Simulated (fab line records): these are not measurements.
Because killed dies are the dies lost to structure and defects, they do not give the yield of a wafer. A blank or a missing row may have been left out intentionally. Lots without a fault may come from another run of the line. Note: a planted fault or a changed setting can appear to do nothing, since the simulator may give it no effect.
A lot that was struck, set against a sound lot + flow sky130 + 16 steps out of a route of 708
Sound: wafers L208.1, L208.2, L208.3. Struck: wafer L221.1. (L221.4, L221.6 of the same lot were not struck and are left out.) The cause comes at the end.
At each step with rows: each side's tool, then ch and its chambers, then its first start. Under that, the readings that differ: sound wafers + struck wafers + difference of the means + sigmas: that difference in standard deviations of wafers without a fault.
alike: words and numbers the same on both sides, and readings whose means are apart by under 2 such deviations; not compared: readings that were withheld, readings missing a value for some wafer, numbers with overlapping values and no deviation given by the record, and bounds like >300 which may hide the same value.
Wherever a step has rows on one side only, a row that says differs or no value, or a row with sigmas, the two part there. Numbers that don't overlap but have no deviation are shown without sigmas and don't part them. Lack of a reading on every wafer of one side parts them only where that side has two or more wafers.

SKY_VIA3_BOW_MEAS_03:
  sound: film_metro-04 at day 38 22:28; struck: film_metro-01 at day 43 05:25
  alike: VIA3_BOW
then, 8 steps without rows for these wafers: SKY_VIA3_DEHYDRATE_04 (time 60 s); SKY_VIA3_HMDS_05 (prime time 60 s); SKY_VIA3_COAT_06 (resist thk 60 nm); SKY_VIA3_COAT_07 (resist thk 450 nm); SKY_VIA3_SOFTBAKE_08 (time 90 s); SKY_VIA3_EXPOSE_09 (exposes mask VIM3, target cd 200 nm); SKY_VIA3_PEB_10; SKY_VIA3_DEVELOP_11 (develop time 60 s).
SKY_VIA3_CD_MEAS_12: target cd 200 nm.
  sound: cd_sem-01 at day 39 22:46; struck: cd_sem-02 at day 44 03:49
  alike: cd_nm
SKY_VIA3_OVL_MEAS_13:
  sound: overlay-02 at day 39 22:53; struck: overlay-01 at day 44 03:56
  alike: VIA3_OVL
SKY_VIA3_ETCH_14: etches BARC in N2/H2, stops on SiO2, time 45.9 s, target depth 60 nm.
  sound on rie_diel-01 ch 0,2,3, day 39 22:56; struck on rie_diel-01 ch 0, day 44 03:59
| reading                | sound   | struck | difference | sigmas |
|------------------------|---------|--------|------------|--------|
| rf_hours_counter_h (h) | 13 14 6 | 18     | +7         |        |
  alike: drypump_motor_current_A, h2_flow_sccm, oes_product_au, throttle_valve_pct
SKY_VIA3_ETCH_15: etches SiO2 in C4F8/O2/Ar, stops on TiN, target depth 507 nm, time 78 s.
  sound on rie_diel-01 ch 0,2,3, day 39 22:58; struck on rie_diel-01 ch 0, day 44 04:01
| reading                                     | sound             | struck | difference | sigmas |
|---------------------------------------------|-------------------|--------|------------|--------|
| model.KrF-thick_of_VIA3_COAT_07.thk_nm (nm) | 290.3 290.4 292.1 | 240.8  | -50.1      |        |
| model.TiN_of_METAL3_SPUTTER_04.thk_nm (nm)  | 69.72 70.12 70.37 | 62.08  | -7.99      |        |
| model.VIA3.feature_depth_nm (nm)            | 464.9 464.5 463.9 | 472.1  | +7.7       |        |
  alike: oes_product_au
SKY_VIA3_STRIP_16: strips in O2/N2.
  sound on plasma_asher-02 ch 0,1, day 39 23:02; struck on plasma_asher-02 ch 0, day 44 04:05
| reading                      | sound             | struck | difference | sigmas |
|------------------------------|-------------------|--------|------------|--------|
| oes_product_au (a.u.)        | 0.399 0.395 0.406 | 0.376  | -0.024     | -5     |
| strip_time_to_endpoint_s (s) | 4.119 4.111 4.152 | 3.590  | -0.537     | -23    |
  alike: drypump_motor_current_A
  not compared: rf_hours_counter_h
then, 1 step without rows for these wafers: SKY_VIA3_STRIP_17 (strips in post etch residue remover, time 1200 s).
-- the record jumps here: 5 days lie between the struck wafers' starts before and after (it left off in module VIA3 and takes up again in module PAD_OPEN, whose first step shown is number 708 of the route) --
SKY_PAD_OPEN_PROBE_99:
  sound: prober-02 at day 46 00:59; struck: prober-02 at day 49 12:10
| reading                  | sound       | struck | difference | sigmas |
|--------------------------|-------------|--------|------------|--------|
| killed_at_M0_to_M3       | 47 58 60    | 36     | -19        | -3     |
| killed_at_M4_up          | 1 2 3       | 7      | +5         | +3     |
| sort_bin_3_pad_short (%) | 0.6 0.6 0.4 | 1.6    | +1.1       | +2     |
  alike: defect_limited_yield, killed_at_contacts, killed_at_front_end, killed_at_other, killed_dies, killed_open, killed_short, sort_bin_5_function, sort_bin_6_memory, sort_n_pass, sort_yield_pct

== WHERE THEY PART ==
First at SKY_VIA3_STRIP_16; last, within this record, at SKY_PAD_OPEN_PROBE_99.

WHY: whatever the simulator had introduced
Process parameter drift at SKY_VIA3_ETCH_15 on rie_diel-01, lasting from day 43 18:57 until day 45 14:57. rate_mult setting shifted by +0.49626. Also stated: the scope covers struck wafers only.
